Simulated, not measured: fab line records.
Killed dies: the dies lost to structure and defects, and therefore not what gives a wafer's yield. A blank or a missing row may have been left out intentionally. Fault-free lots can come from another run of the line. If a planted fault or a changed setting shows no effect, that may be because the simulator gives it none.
Tool commonality check :: flow sky130 :: 13 lots and 42 wafers in the sample

== WHY IT WAS OPENED ==
SKY_VT_ADJUST_HVTP_TW_MEAS_11, reading VT_ADJUST_HVTP_TW: flagged on 1 of 13 lots. Fault-free wafers read 1352, with a standard deviation of 18.
Rule: a lot gets a flag if all its wafers with a number sit over 4 standard deviations from that mean, or if no wafer of it has a number. As for the other lots, they are considered sound.

lot: L564
measured: day 6 15:27
on: film metro-02
VT_ADJUST_HVTP_TW, wafer by wafer: 1349 1347 1350
flag: 

lot: L565
measured: day 7 02:19
on: film metro-02
VT_ADJUST_HVTP_TW, wafer by wafer: 1362 1357 1349
flag: 

lot: L566
measured: day 7 06:33
on: film metro-03
VT_ADJUST_HVTP_TW, wafer by wafer: 1344 1345 1343
flag: 

lot: L567
measured: day 7 12:42
on: film metro-03
VT_ADJUST_HVTP_TW, wafer by wafer: 1339 1337 1342
flag: 

lot: L569
measured: day 7 23:30
on: film metro-02
VT_ADJUST_HVTP_TW, wafer by wafer: 1344 1353 1352
flag: 

lot: L571
measured: day 8 11:33
on: film metro-03
VT_ADJUST_HVTP_TW, wafer by wafer: 1335 1331 1329
flag: 

lot: L572
measured: day 8 19:02
on: film metro-02
VT_ADJUST_HVTP_TW, wafer by wafer: 1358 1348 1363
flag: 

lot: L573
measured: day 9 02:47
on: film metro-03
VT_ADJUST_HVTP_TW, wafer by wafer: 1336 1342 1337
flag: 

lot: L574
measured: day 9 04:36
on: film metro-03
VT_ADJUST_HVTP_TW, wafer by wafer: 1344 1335 1337
flag: 

lot: L578
measured: day 10 14:00
on: film metro-03
VT_ADJUST_HVTP_TW, wafer by wafer: 1330 1328 1327
flag: 

lot: L579
measured: day 10 19:17
on: film metro-02
VT_ADJUST_HVTP_TW, wafer by wafer: 30 30 30 30 30 30
flag: FLAGGED

lot: L584
measured: day 11 23:19
on: film metro-04
VT_ADJUST_HVTP_TW, wafer by wafer: 1394 1384 1380
flag: 

lot: L585
measured: day 12 06:31
on: film metro-02
VT_ADJUST_HVTP_TW, wafer by wafer: 1357 1353 1359
flag: 
The numbers of the flagged lots are 30 on average: -1322 against the usual, or -73 standard deviations.

== TOOL THAT RAN EACH LOT ==
The record holds 2 process steps before the reading, out of a route of 708 steps. Every cell lists first the tool, next ch and the chambers used by the sampled wafers, and last the start.
lot: L564
flag: 
SKY_NWELL_STRIP_25: plasma asher-01 ch 0,1, day 5 19:26
SKY_VT_ADJUST_HVTP_STRIP_10: plasma asher-02 ch 0,1, day 6 15:20

lot: L565
flag: 
SKY_NWELL_STRIP_25: plasma asher-01 ch 0,1, day 6 06:11
SKY_VT_ADJUST_HVTP_STRIP_10: plasma asher-03 ch 0,1, day 7 02:13

lot: L566
flag: 
SKY_NWELL_STRIP_25: plasma asher-01 ch 0,1, day 6 10:35
SKY_VT_ADJUST_HVTP_STRIP_10: plasma asher-04 ch 0,1, day 7 06:27

lot: L567
flag: 
SKY_NWELL_STRIP_25: plasma asher-04 ch 0,1, day 6 15:52
SKY_VT_ADJUST_HVTP_STRIP_10: plasma asher-03 ch 0,1, day 7 12:36

lot: L569
flag: 
SKY_NWELL_STRIP_25: plasma asher-02 ch 0,1, day 7 02:53
SKY_VT_ADJUST_HVTP_STRIP_10: plasma asher-04 ch 0,1, day 7 23:24

lot: L571
flag: 
SKY_NWELL_STRIP_25: plasma asher-01 ch 1, day 7 13:47
SKY_VT_ADJUST_HVTP_STRIP_10: plasma asher-04 ch 1, day 8 11:26

lot: L572
flag: 
SKY_NWELL_STRIP_25: plasma asher-02 ch 0,1, day 7 20:53
SKY_VT_ADJUST_HVTP_STRIP_10: plasma asher-03 ch 0,1, day 8 18:56

lot: L573
flag: 
SKY_NWELL_STRIP_25: plasma asher-02 ch 1, day 8 04:56
SKY_VT_ADJUST_HVTP_STRIP_10: plasma asher-04 ch 0,1, day 9 02:41

lot: L574
flag: 
SKY_NWELL_STRIP_25: plasma asher-02 ch 0,1, day 8 06:46
SKY_VT_ADJUST_HVTP_STRIP_10: plasma asher-04 ch 0,1, day 9 04:29

lot: L578
flag: 
SKY_NWELL_STRIP_25: plasma asher-01 ch 0,1, day 9 15:05
SKY_VT_ADJUST_HVTP_STRIP_10: plasma asher-03 ch 0,1, day 10 13:53

lot: L579
flag: FLAGGED
SKY_NWELL_STRIP_25: plasma asher-01 ch 0,1, day 9 19:53
SKY_VT_ADJUST_HVTP_STRIP_10: plasma asher-02 ch 0,1, day 10 19:11

lot: L584
flag: 
SKY_NWELL_STRIP_25: plasma asher-04 ch 0,1, day 10 22:34
SKY_VT_ADJUST_HVTP_STRIP_10: plasma asher-04 ch 0,1, day 11 23:13

lot: L585
flag: 
SKY_NWELL_STRIP_25: plasma asher-02 ch 0,1, day 11 06:10
SKY_VT_ADJUST_HVTP_STRIP_10: plasma asher-02 ch 0,1, day 12 06:26
What is done by these steps:
- SKY_NWELL_STRIP_25: strips in O2/N2.
- SKY_VT_ADJUST_HVTP_STRIP_10: strips in O2/N2.
- SKY_VT_ADJUST_HVTP_TW_MEAS_11

== FLAGGED OVER TOTAL, TOOL BY TOOL (the gauges that took the reading come last) ==
step: SKY_NWELL_STRIP_25
tool: plasma asher-01
lots run: 6
flagged: 1
share of the flagged lots: all
sound lots run after its first flagged lot: 0

step: SKY_NWELL_STRIP_25
tool: plasma asher-02
lots run: 5
flagged: 0
share of the flagged lots: none
sound lots run after its first flagged lot: -

step: SKY_NWELL_STRIP_25
tool: plasma asher-04
lots run: 2
flagged: 0
share of the flagged lots: none
sound lots run after its first flagged lot: -

step: SKY_VT_ADJUST_HVTP_STRIP_10
tool: plasma asher-02
lots run: 3
flagged: 1
share of the flagged lots: all
sound lots run after its first flagged lot: 1 (L585)

step: SKY_VT_ADJUST_HVTP_STRIP_10
tool: plasma asher-03
lots run: 4
flagged: 0
share of the flagged lots: none
sound lots run after its first flagged lot: -

step: SKY_VT_ADJUST_HVTP_STRIP_10
tool: plasma asher-04
lots run: 6
flagged: 0
share of the flagged lots: none
sound lots run after its first flagged lot: -

step: SKY_VT_ADJUST_HVTP_TW_MEAS_11
tool: film metro-02
lots run: 6
flagged: 1
share of the flagged lots: all
sound lots run after its first flagged lot: 1 (L585)

step: SKY_VT_ADJUST_HVTP_TW_MEAS_11
tool: film metro-03
lots run: 6
flagged: 0
share of the flagged lots: none
sound lots run after its first flagged lot: -

step: SKY_VT_ADJUST_HVTP_TW_MEAS_11
tool: film metro-04
lots run: 1
flagged: 0
share of the flagged lots: none
sound lots run after its first flagged lot: -

== WHAT IS ALLOWED BY THE TABLE ==
3 rows of the table ran every flagged lot: plasma asher-01 at SKY_NWELL_STRIP_25, plasma asher-02 at SKY_VT_ADJUST_HVTP_STRIP_10, film metro-02 at SKY_VT_ADJUST_HVTP_TW_MEAS_11.
- plasma asher-01 at SKY_NWELL_STRIP_25: 1 of its 6 lots flagged. Its last sound lot is L578 (day 9 15:05), its first flagged lot L579 (day 9 19:53): a fault that began between those two fits. Its own readings lie more than 4 standard deviations out on every wafer of the flagged lots: chamber pressure mTorr, oes product au.
- plasma asher-02 at SKY_VT_ADJUST_HVTP_STRIP_10: 1 of its 3 lots flagged. Sound lots followed the first flagged one (L585) on it, something a lasting fault affecting the whole tool could not allow. Its own readings lie more than 4 standard deviations out on every wafer of the flagged lots: strip time to endpoint s.
- film metro-02 at SKY_VT_ADJUST_HVTP_TW_MEAS_11: 1 of its 6 lots flagged. Sound lots followed the first flagged one (L585) on it, something a lasting fault affecting the whole tool could not allow.
Left over: one tool, plasma asher-01 at SKY_NWELL_STRIP_25.

== WHAT WAS PUT IN BY THE SIMULATOR ==
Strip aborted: plasma asher-01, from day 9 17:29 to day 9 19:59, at SKY_NWELL_STRIP_25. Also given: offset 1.
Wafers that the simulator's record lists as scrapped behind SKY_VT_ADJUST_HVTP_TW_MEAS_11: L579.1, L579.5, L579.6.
Shown lots that were struck: L579. The rule above found the same.
